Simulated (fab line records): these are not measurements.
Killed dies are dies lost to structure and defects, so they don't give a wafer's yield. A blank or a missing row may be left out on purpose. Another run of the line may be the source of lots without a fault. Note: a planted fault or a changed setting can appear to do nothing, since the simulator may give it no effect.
2 desks, one fault	flow sky130	every desk sees just its own numbers, and what lay behind them comes last

THE TOOL OWNER'S DESK: rie_diel-03
The tool's own readings at SKY_VIA1_ETCH_14 (etches BARC in N2/H2, stops on SiO2, time 45.9 s, target depth 60 nm): means of the sampled wafers that have a number, for each lot that ran on this tool. Any lot whose mean is over 4 standard deviations away from the usual mean is out of limits and marked OUT; that distance is given in the brackets.
Columns: A = bias_w at SKY_VIA1_ETCH_14, usual 100.0 W; B = drypump_motor_current_A at SKY_VIA1_ETCH_14, usual 5.8 A; C = oes_product_au at SKY_VIA1_ETCH_14, usual 0.855 a.u.; D = throttle_valve_pct at SKY_VIA1_ETCH_14, usual 13.225 %
lot	first seen here	A	B	C	D
L845	day 36 13:55	99.8	5.7	0.851	13.218
L852	day 38 15:04	100.2	5.7	0.855	13.222
L853	day 39 02:50	100.1	5.8	0.854	13.228
L856	day 39 16:53	100.3	5.7	0.854	13.229
This desk's verdict: no lot among the 4 shows anything out of limits.

AT THE METROLOGY DESK
What the gauges read, lot by lot, whatever tool the lot ran on: means of the sampled wafers that have a number. Any lot whose mean is over 4 standard deviations away from the usual mean is out of limits and marked OUT; that distance is given in the brackets.
Columns: A = VIA1_BOW at SKY_VIA1_BOW_MEAS_03, usual 79 um; B = cd_nm at SKY_VIA1_CD_MEAS_12, usual 150.0 nm; C = VIA1_OVL at SKY_VIA1_OVL_MEAS_13, usual -3 nm
lot	first seen here	A	B	C
L845	day 35 11:13	75	149.3	-11
L852	day 37 13:55	76	147.7	-2
L853	day 38 01:43	74	151.8	7
L856	day 38 15:39	90	149.1	-5
L860	day 39 14:10	78	147.6	0
L861	day 39 23:48	73	150.4	-6
This desk's verdict: no lot among the 6 shows anything out of limits.

BROUGHT TOGETHER
The desk of the tool owner found nothing out of limits.
Metrology desk: nothing out of limits seen.

WHAT THE SIMULATOR HAD INSERTED
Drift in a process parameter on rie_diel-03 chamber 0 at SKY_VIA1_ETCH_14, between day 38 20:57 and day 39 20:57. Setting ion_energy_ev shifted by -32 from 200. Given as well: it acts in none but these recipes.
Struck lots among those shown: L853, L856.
